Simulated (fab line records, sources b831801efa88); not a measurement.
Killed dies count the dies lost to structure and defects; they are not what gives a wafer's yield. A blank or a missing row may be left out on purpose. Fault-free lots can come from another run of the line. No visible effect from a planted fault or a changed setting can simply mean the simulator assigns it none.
What tool caused it? | flow sky130 | 36 wafers from 12 lots sampled at 3 of the route's 708 steps

## WHAT THE GAUGES SHOWED, per wafer
SKY_METAL3_OVL_MEAS_14. Usual: METAL3_OVL gives -1 nm (standard deviation 5.7).
lot  | measured     | on         | METAL3_OVL (nm) | flag
L961 | day 38 15:53 | overlay-02 | -8 3 2          |
L963 | day 39 07:06 | overlay-01 | 1 1 0           |
L964 | day 40 07:30 | overlay-01 | 1 0 6           |
L965 | day 40 13:47 | overlay-01 | 1 -4 0          |
L970 | day 42 02:15 | overlay-01 | 9 8 8           |
L973 | day 42 11:04 | overlay-02 | -2 -1 -7        |
L974 | day 43 03:59 | overlay-01 | 7 8 1           |
L975 | day 43 07:27 | overlay-01 | 6 0 6           |
L976 | day 43 11:23 | overlay-02 | -2 -13 -6       |
L980 | day 44 05:52 | overlay-01 | -13 -7 -12      |
L981 | day 44 11:52 | overlay-01 | 2 2 -2          |
L983 | day 45 01:12 | overlay-01 | -7 -10 -9       |

SKY_VIA3_BOW_MEAS_03. Usual: VIA3_BOW gives 80 um (standard deviation 7.8).
lot  | measured     | on            | VIA3_BOW (um) | flag
L961 | day 38 17:22 | film metro-02 | 84 80 70      |
L963 | day 39 08:46 | film metro-03 | 77 68 72      |
L964 | day 40 08:59 | film metro-02 | 77 74 70      |
L965 | day 40 15:16 | film metro-02 | 83 80 83      |
L970 | day 42 03:44 | film metro-04 | 83 86 85      |
L973 | day 42 12:56 | film metro-02 | 80 89 86      |
L974 | day 43 05:29 | film metro-04 | 82 79 85      |
L975 | day 43 09:07 | film metro-03 | 95 83 79      |
L976 | day 43 12:54 | film metro-04 | 78 67 84      |
L980 | day 44 07:26 | film metro-04 | 70 66 83      |
L981 | day 44 13:43 | film metro-04 | 75 64 87      |
L983 | day 45 02:45 | film metro-03 | 68 75 68      |

## EACH LOT AND THE TOOL THAT RAN IT (in order: tool; ch and the chambers of the sampled wafers; start)
lot  | SKY_VIA3_CMP_02
L961 | cmp-02 ch 1,2,3, day 38 17:07
L963 | cmp-02 ch 1,2,3, day 39 08:31
L964 | cmp-01 ch 0,3, day 40 08:41
L965 | cmp-02 ch 0,2,3, day 40 15:04
L970 | cmp-02 ch 2,3, day 42 03:29
L973 | cmp-01 ch 0,1,2, day 42 12:45
L974 | cmp-02 ch 1,2,3, day 43 05:16
L975 | cmp-01 ch 0,2,3, day 43 08:49
L976 | cmp-02 ch 1,3, day 43 12:39
L980 | cmp-01 ch 0,1,2, day 44 07:14
L981 | cmp-01 ch 0,1,2, day 44 13:31
L983 | cmp-01 ch 0,1,3, day 45 02:33
- SKY_VIA3_CMP_02: polishes SiO2.

## AS READ BY THE TOOLS THEMSELVES (means over the sampled wafers that have a number; for cases with no such wafer, the mark the record gives instead)
SKY_VIA3_CMP_02. Usual: 11.4 A for motor current A, sd 0.89.
lot  | tool   | motor current A (A) | flag
L961 | cmp-02 | 11.8                |
L963 | cmp-02 | 11.7                |
L964 | cmp-01 | 11.6                |
L965 | cmp-02 | 11.5                |
L970 | cmp-02 | 11.7                |
L973 | cmp-01 | 11.8                |
L974 | cmp-02 | 11.2                |
L975 | cmp-01 | 10.8                |
L976 | cmp-02 | 11.3                |
L980 | cmp-01 | 11.7                |
L981 | cmp-01 | 11.5                |
L983 | cmp-01 | 10.9                |

## THE ANSWER, worked out from the rows above alone
Rule: lot off if the mean of its wafers having a number is beyond 3 standard deviations from the usual mean. A lot without any number at a reading at which 4 lots or more have one is off too. Where the step has rows for the other lots, those lots are counted as sound. First the gauges in route order, then the tools' own readings, where a lot's mean is used as printed above. The first step at which some lot is off is used, and at that step the reading that is off furthest; a lot without a number counts as furthest.
Across all readings shown, no lot is off: no conclusion can be drawn from this.

## WHAT WAS PUT IN BY THE SIMULATOR
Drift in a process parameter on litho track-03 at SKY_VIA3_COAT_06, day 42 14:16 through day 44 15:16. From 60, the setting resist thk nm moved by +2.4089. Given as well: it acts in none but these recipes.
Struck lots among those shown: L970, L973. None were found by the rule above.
